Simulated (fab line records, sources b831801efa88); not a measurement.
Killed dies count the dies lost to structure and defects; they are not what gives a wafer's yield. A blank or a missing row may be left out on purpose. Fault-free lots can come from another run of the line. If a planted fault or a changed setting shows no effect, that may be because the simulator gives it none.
Check for tools in common :: flow gf180mcu :: 14 lots and 42 wafers in the sample

## THE REASON FOR OPENING IT
Of 14 lots, 2 have the reading HV_LDD_CVD_54_THK flagged at GF_HV_LDD_THK_MEAS_55. No-fault wafers: 10.06 nm, standard deviation 0.12.
Rule: a lot gets a flag if all its wafers with a number sit over 4 standard deviations from that mean, or if no wafer of it has a number. The other lots count as sound.

lot: L369
measured: day 12 13:06
on: film metro-01
HV_LDD_CVD_54_THK (nm), wafer by wafer: 10.08 10.06 9.92
flag: 

lot: L372
measured: day 13 20:46
on: film metro-01
HV_LDD_CVD_54_THK (nm), wafer by wafer: 10.12 9.95 10.02
flag: 

lot: L374
measured: day 14 17:45
on: film metro-01
HV_LDD_CVD_54_THK (nm), wafer by wafer: 7.74 7.69 7.65
flag: FLAGGED

lot: L375
measured: day 15 00:31
on: film metro-02
HV_LDD_CVD_54_THK (nm), wafer by wafer: 9.95 9.99 10.02
flag: 

lot: L377
measured: day 15 16:58
on: film metro-01
HV_LDD_CVD_54_THK (nm), wafer by wafer: 7.81 7.79 7.78
flag: FLAGGED

lot: L383
measured: day 17 12:27
on: film metro-01
HV_LDD_CVD_54_THK (nm), wafer by wafer: 9.97 10.02 10.00
flag: 

lot: L384
measured: day 17 23:24
on: film metro-02
HV_LDD_CVD_54_THK (nm), wafer by wafer: 10.07 10.07 10.03
flag: 

lot: L385
measured: day 18 04:38
on: film metro-01
HV_LDD_CVD_54_THK (nm), wafer by wafer: 9.93 10.05 9.97
flag: 

lot: L386
measured: day 18 10:34
on: film metro-03
HV_LDD_CVD_54_THK (nm), wafer by wafer: 10.07 10.00 10.08
flag: 

lot: L387
measured: day 18 16:53
on: film metro-01
HV_LDD_CVD_54_THK (nm), wafer by wafer: 10.12 10.01 10.09
flag: 

lot: L389
measured: day 19 07:14
on: film metro-01
HV_LDD_CVD_54_THK (nm), wafer by wafer: 9.88 10.03 10.11
flag: 

lot: L388
measured: day 19 10:35
on: film metro-01
HV_LDD_CVD_54_THK (nm), wafer by wafer: 10.05 10.00 10.15
flag: 

lot: L390
measured: day 19 14:16
on: film metro-02
HV_LDD_CVD_54_THK (nm), wafer by wafer: 10.19 10.18 10.05
flag: 

lot: L392
measured: day 20 12:54
on: film metro-02
HV_LDD_CVD_54_THK (nm), wafer by wafer: 10.09 10.07 10.14
flag: 
Average over the flagged lots: 7.74 nm; offset from the usual -2.32 nm, equal to -19 standard deviations.

## TOOL THAT RAN EACH LOT
The record holds 1 process step before the reading, out of a route of 602 steps. In each cell: the tool, then ch and the chambers that the sampled wafers went through, then the start.
lot: L369
flag: 
GF_HV_LDD_CVD_54: lpcvd-02 ch 0, day 12 12:04

lot: L372
flag: 
GF_HV_LDD_CVD_54: lpcvd-01 ch 0, day 13 19:43

lot: L374
flag: FLAGGED
GF_HV_LDD_CVD_54: lpcvd-01 ch 0, day 14 16:43

lot: L375
flag: 
GF_HV_LDD_CVD_54: lpcvd-02 ch 0, day 14 23:28

lot: L377
flag: FLAGGED
GF_HV_LDD_CVD_54: lpcvd-01 ch 0, day 15 15:57

lot: L383
flag: 
GF_HV_LDD_CVD_54: lpcvd-02 ch 0, day 17 11:26

lot: L384
flag: 
GF_HV_LDD_CVD_54: lpcvd-02 ch 0, day 17 22:22

lot: L385
flag: 
GF_HV_LDD_CVD_54: lpcvd-01 ch 0, day 18 03:37

lot: L386
flag: 
GF_HV_LDD_CVD_54: lpcvd-02 ch 0, day 18 09:31

lot: L387
flag: 
GF_HV_LDD_CVD_54: lpcvd-02 ch 0, day 18 15:52

lot: L389
flag: 
GF_HV_LDD_CVD_54: lpcvd-01 ch 1, day 19 06:13

lot: L388
flag: 
GF_HV_LDD_CVD_54: lpcvd-02 ch 0, day 19 09:34

lot: L390
flag: 
GF_HV_LDD_CVD_54: lpcvd-01 ch 0, day 19 13:14

lot: L392
flag: 
GF_HV_LDD_CVD_54: lpcvd-02 ch 0, day 20 11:52
What these steps do:
- GF_HV_LDD_CVD_54: deposits SiO2 from TEOS, target thk 10 nm, time 75 s.
- GF_HV_LDD_THK_MEAS_55

## FLAGGED OVER TOTAL, TOOL BY TOOL (the gauges that took the reading come last)
step: GF_HV_LDD_CVD_54
tool: lpcvd-01
lots run: 6
flagged: 2
share of the flagged lots: all
sound lots run after its first flagged lot: 3 (L385,L389,L390)

step: GF_HV_LDD_CVD_54
tool: lpcvd-02
lots run: 8
flagged: 0
share of the flagged lots: none
sound lots run after its first flagged lot: -

step: GF_HV_LDD_THK_MEAS_55
tool: film metro-01
lots run: 9
flagged: 2
share of the flagged lots: all
sound lots run after its first flagged lot: 5 (L383,L385,L387,L389,L388)

step: GF_HV_LDD_THK_MEAS_55
tool: film metro-02
lots run: 4
flagged: 0
share of the flagged lots: none
sound lots run after its first flagged lot: -

step: GF_HV_LDD_THK_MEAS_55
tool: film metro-03
lots run: 1
flagged: 0
share of the flagged lots: none
sound lots run after its first flagged lot: -

## THE TABLE: WHAT IT ALLOWS
2 rows of the table ran every flagged lot: lpcvd-01 at GF_HV_LDD_CVD_54, film metro-01 at GF_HV_LDD_THK_MEAS_55.
- lpcvd-01 at GF_HV_LDD_CVD_54: 2 of its 6 lots flagged. Lots that were sound ran on it after the first flagged one (L385, L389, L390); a persistent fault on the entire tool would not allow that.
- film metro-01 at GF_HV_LDD_THK_MEAS_55: 2 of its 9 lots flagged. Lots that were sound ran on it after the first flagged one (L383, L385, L387, L389, L388); a persistent fault on the entire tool would not allow that.
Not one row of the table ran every flagged lot while running no sound lot after the first.

## WHAT HAD BEEN PUT IN BY THE SIMULATOR
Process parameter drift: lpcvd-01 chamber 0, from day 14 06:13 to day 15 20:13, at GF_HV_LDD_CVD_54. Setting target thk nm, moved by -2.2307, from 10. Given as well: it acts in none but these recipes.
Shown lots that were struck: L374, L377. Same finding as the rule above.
